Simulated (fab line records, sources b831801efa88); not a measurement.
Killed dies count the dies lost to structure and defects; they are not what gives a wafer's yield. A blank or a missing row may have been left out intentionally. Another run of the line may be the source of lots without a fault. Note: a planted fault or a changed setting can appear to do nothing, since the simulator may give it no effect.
Which tool did it? + flow sky130 + 12 lots, 36 wafers sampled, at 3 steps of a route of 708

== WHAT THE GAUGES SHOWED, per wafer ==
SKY_CAP2M_THK_MEAS_01.
| lot  | measured     | on            | CAP2M_CVD_00_THK (nm) |
|------|--------------|---------------|-----------------------|
| L075 | day 39 23:56 | film_metro-01 | 15.21 15.30 15.11     |
| L077 | day 40 08:24 | film_metro-01 | 15.19 15.43 15.41     |
| L079 | day 41 13:16 | film_metro-02 | 15.26 15.58 15.52     |
| L080 | day 42 00:17 | film_metro-02 | 15.43 15.28 15.57     |
| L083 | day 42 12:39 | film_metro-03 | 15.48 15.52 15.79     |
| L086 | day 43 19:19 | film_metro-01 | 15.45 15.52 15.40     |
| L087 | day 43 21:55 | film_metro-02 | 15.49 15.52 15.75     |
| L089 | day 44 00:20 | film_metro-02 | 15.50 15.26 15.52     |
| L091 | day 44 15:21 | film_metro-03 | 15.43 15.60 15.68     |
| L093 | day 45 12:26 | film_metro-03 | 15.38 15.70 15.79     |
| L095 | day 45 19:17 | film_metro-01 | 15.20 15.25 15.14     |
| L097 | day 46 02:07 | film_metro-01 | 15.45 15.70 15.60     |

== TOOL THAT RAN EACH LOT (tool first, then ch and the chambers of the sampled wafers, then the start) ==
| lot  | SKY_METAL2_SPUTTER_01        | SKY_VIA3_SPUTTER_20          |
|------|------------------------------|------------------------------|
| L075 | pvd_sputter-02, day 34 05:33 | pvd_sputter-04, day 39 23:05 |
| L077 | pvd_sputter-01, day 34 17:41 | pvd_sputter-04, day 40 07:34 |
| L079 | pvd_sputter-02, day 36 01:01 | pvd_sputter-02, day 41 12:25 |
| L080 | pvd_sputter-01, day 36 12:40 | pvd_sputter-04, day 41 23:24 |
| L083 | pvd_sputter-04, day 37 01:10 | pvd_sputter-02, day 42 11:48 |
| L086 | pvd_sputter-02, day 38 12:32 | pvd_sputter-01, day 43 18:28 |
| L087 | pvd_sputter-04, day 38 13:14 | pvd_sputter-02, day 43 21:04 |
| L089 | pvd_sputter-02, day 38 17:46 | pvd_sputter-01, day 43 23:29 |
| L091 | pvd_sputter-04, day 39 11:52 | pvd_sputter-04, day 44 14:30 |
| L093 | pvd_sputter-01, day 40 11:18 | pvd_sputter-01, day 45 11:36 |
| L095 | pvd_sputter-04, day 40 17:51 | pvd_sputter-01, day 45 18:27 |
| L097 | pvd_sputter-02, day 41 01:56 | pvd_sputter-04, day 46 01:16 |
- SKY_METAL2_SPUTTER_01: material TiN, target thk 20 nm, time 16.7 s.
- SKY_VIA3_SPUTTER_20: material TiN, target thk 20 nm, time 80 s.

== THE ANSWER, worked out from the rows above alone ==
Rule: what is usual is taken from the lots themselves. Put in order of their means at a reading, lots are off if they are a third of the lots or fewer, leave a main group of 4 or more, and stand apart from it by a gap of 3 or more times the standard deviation of the main group's means; of several such gaps the widest counts. A main group is skipped when, at the precision printed for the reading in the tables above, its means are all equal. Also off: a lot with no number at a reading for which 4 or more lots have one. All remaining lots with rows at the step are treated as sound.
No lot is off on any of the readings shown, so nothing can be concluded from this.

== WHAT THE SIMULATOR HAD PUT IN ==
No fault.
